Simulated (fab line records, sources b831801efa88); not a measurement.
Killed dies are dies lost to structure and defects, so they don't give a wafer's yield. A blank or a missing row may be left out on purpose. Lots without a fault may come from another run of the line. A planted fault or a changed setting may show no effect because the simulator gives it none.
A struck lot beside a sound one | flow sky130 | 22 steps out of a route of 708
Sound: wafers L319.1, L319.4, L319.5. Struck: wafers L326.2, L326.3, L326.6. The cause comes at the end.
At each step with rows: each side's tool, then ch and its chambers, then its first start. Under that, the readings that differ: sound wafers | struck wafers | difference of the means | sigmas: that difference in standard deviations of wafers without a fault.
alike: readings whose means differ by less than 2 such deviations, and words and numbers that are the same on both sides. not compared: withheld readings, readings that some wafer has no value for, bounds like >300 that may hide the same value, and numbers for which the record gives no deviation and whose values overlap.
The two part at a step that has a row with sigmas, a row that says differs or no value, or rows on one side only. Numbers that don't overlap but have no deviation are shown without sigmas and don't part them. A reading that every wafer of one side lacks parts them only if that side has two wafers or more.

first, 6 steps without rows for these wafers: SKY_LDD_N_IMPLANT_10; SKY_LDD_N_IMPLANT_11; SKY_LDD_N_IMPLANT_12; SKY_LDD_N_IMPLANT_13; SKY_LDD_N_IMPLANT_14; SKY_LDD_N_IMPLANT_15.
SKY_LDD_N_STRIP_16: strips in O2/N2.
  sound on plasma_asher-03 ch 0,1, day 17 12:55; struck on plasma_asher-04 ch 0, day 21 16:05
  alike: drypump_motor_current_A, oes_product_au, strip_time_to_endpoint_s
  not compared: rf_hours_counter_h
SKY_LDD_N_TW_MEAS_17:
  sound on film_metro-03, day 17 13:01; struck on film_metro-01, day 21 16:12
  alike: LDD_N_TW
then, 4 steps without rows for these wafers: SKY_LDD_P_DEHYDRATE_00 (time 60 s); SKY_LDD_P_HMDS_01 (prime time 60 s); SKY_LDD_P_COAT_02 (resist thk 1140 nm); SKY_LDD_P_SOFTBAKE_03 (time 60 s).
SKY_LDD_P_EXPOSE_04: exposes mask PSDM, target cd 380 nm.
  sound on iline_stepper-01 ch 0, day 18 03:47; struck on iline_stepper-01 ch 0, day 22 07:27
  reading | sound                | struck            | difference | sigmas
  mask    | PSDM#0 PSDM#0 PSDM#0 | NTM#0 NTM#0 NTM#0 | differs    |
then, 2 steps without rows for these wafers: SKY_LDD_P_PEB_05; SKY_LDD_P_DEVELOP_06 (develop time 60 s).
SKY_LDD_P_CD_MEAS_07: target cd 380 nm.
  sound on cd_sem-02, day 18 18:32; struck on cd_sem-02, day 22 22:49
  reading    | sound             | struck | difference                    | sigmas
  cd_nm (nm) | 378.0 377.8 379.6 | - - -  | no value on the struck wafers |
SKY_LDD_P_OVL_MEAS_08:
  sound on overlay-01, day 18 18:40; struck on overlay-01, day 22 22:55
  reading        | sound         | struck | difference                    | sigmas
  LDD_P_OVL (nm) | -0.4 -0.2 1.2 | - - -  | no value on the struck wafers |
then, 1 step without rows for these wafers: SKY_LDD_P_IMPLANT_09.
SKY_LDD_P_STRIP_10: strips in O2/N2.
  sound on plasma_asher-01 ch 0,1, day 18 18:52; struck on plasma_asher-04 ch 1, day 22 23:05
  alike: drypump_motor_current_A, oes_product_au, strip_time_to_endpoint_s
  not compared: rf_hours_counter_h
SKY_LDD_P_TW_MEAS_11:
  sound on film_metro-02, day 18 18:58; struck on film_metro-04, day 22 23:12
  reading  | sound       | struck   | difference | sigmas
  LDD_P_TW | 632 632 633 | 30 30 30 | -602       | -68
then, 1 step without rows for these wafers: SKY_LDD_HVN_DEHYDRATE_00 (time 60 s).
-- the record jumps here: 25 days lie between the struck wafers' starts before and after (it left off in module LDD_HVN and takes up again in module PAD_OPEN, whose first step shown is number 708 of the route) --
SKY_PAD_OPEN_PROBE_99:
  sound on prober-01, day 45 15:59; struck on prober-01, day 48 09:46
  reading             | sound    | struck      | difference | sigmas
  killed_at_front_end | 11 29 18 | 425 417 390 | +391       | +87
  killed_dies         | 86 93 79 | 492 492 492 | +406       | +47
  killed_on_rim       | 14 17 14 | 96 96 96    | +81        | +21
  alike: killed_at_M0_to_M3, killed_at_M4_up, killed_at_contacts, killed_at_other, killed_open, killed_short

WHERE THEY PART
First at SKY_LDD_P_EXPOSE_04; last, within this record, at SKY_PAD_OPEN_PROBE_99.

WHY: what the simulator had put in
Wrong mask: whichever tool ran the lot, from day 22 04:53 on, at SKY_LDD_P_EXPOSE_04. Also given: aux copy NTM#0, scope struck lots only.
